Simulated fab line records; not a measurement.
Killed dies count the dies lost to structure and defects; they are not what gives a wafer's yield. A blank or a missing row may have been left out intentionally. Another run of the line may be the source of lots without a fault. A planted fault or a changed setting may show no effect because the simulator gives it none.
2 desks looking at one fault / flow gf180mcu / each desk holds nothing but its own numbers, with what lay behind them at the end

== AT THE METROLOGY DESK ==
What the gauges read, lot by lot, whatever tool the lot ran on: means of the sampled wafers that have a number. Marked OUT: a lot whose mean sits more than 4 standard deviations from the usual mean, which makes it out of limits; the brackets give that distance. Readings shown: 7 of its 9, picked as those furthest out on some lot.
Columns: A = V1_W_RS at GF_V1_RS_MEAS_24, usual 0.327 ohm/sq; B = V1_W_THK at GF_V1_THK_MEAS_25, usual 336 nm; C = M2_ALCU_RS at GF_M2_RS_MEAS_05, usual 0.0694 ohm/sq; D = M2_ALCU_THK at GF_M2_THK_MEAS_06, usual 454 nm; E = cdNm at GF_M2_CD_MEAS_14, usual 279.9 nm; F = V2_CVD_00_THK at GF_V2_THK_MEAS_01, usual 599 nm; G = V2_CVD_02_THK at GF_V2_THK_MEAS_03, usual 848 nm
lot=L405; first seen here=day 18 11:44; A=0.322; B=334; C=0.0683; D=464; E=281.6; F=607; G=852
lot=L412; first seen here=day 20 21:08; A=0.331; B=331; C=0.0706; D=448; E=278.6; F=599; G=842
lot=L423; first seen here=day 24 17:09; A=0.332; B=326; C=0.0709; D=445; E=279.6; F=603; G=853
lot=L426; first seen here=day 25 09:38; A=0.323; B=345; C=0.0692; D=454; E=279.3; F=603; G=839
lot=L428; first seen here=day 26 04:25; A=0.320; B=344; C=0.0692; D=454; E=279.6; F=594; G=855
This desk's verdict: no lot among the 5 shows anything out of limits.

== DESK OF THE TOOL OWNER: pvdSputter-04 ==
At GF_M2_SPUTTER_04 (material TiN, target thk 50 nm, time 41.7 s) the tool's own readings: per lot run on this tool, the mean of the sampled wafers that have a number. Marked OUT: a lot whose mean sits more than 4 standard deviations from the usual mean, which makes it out of limits; the brackets give that distance.
Columns: A = throttleValvePct at GF_M2_SPUTTER_04, usual 30.1 %
lot=L412; first seen here=day 20 21:46; A=29.0
lot=L423; first seen here=day 24 17:49; A=29.5
This desk's verdict: no lot among the 2 shows anything out of limits.

== BROUGHT TOGETHER ==
The metrology desk saw nothing out of limits.
Nothing out of limits was seen by the tool owner's desk.

== WHAT HAD BEEN PUT IN BY THE SIMULATOR ==
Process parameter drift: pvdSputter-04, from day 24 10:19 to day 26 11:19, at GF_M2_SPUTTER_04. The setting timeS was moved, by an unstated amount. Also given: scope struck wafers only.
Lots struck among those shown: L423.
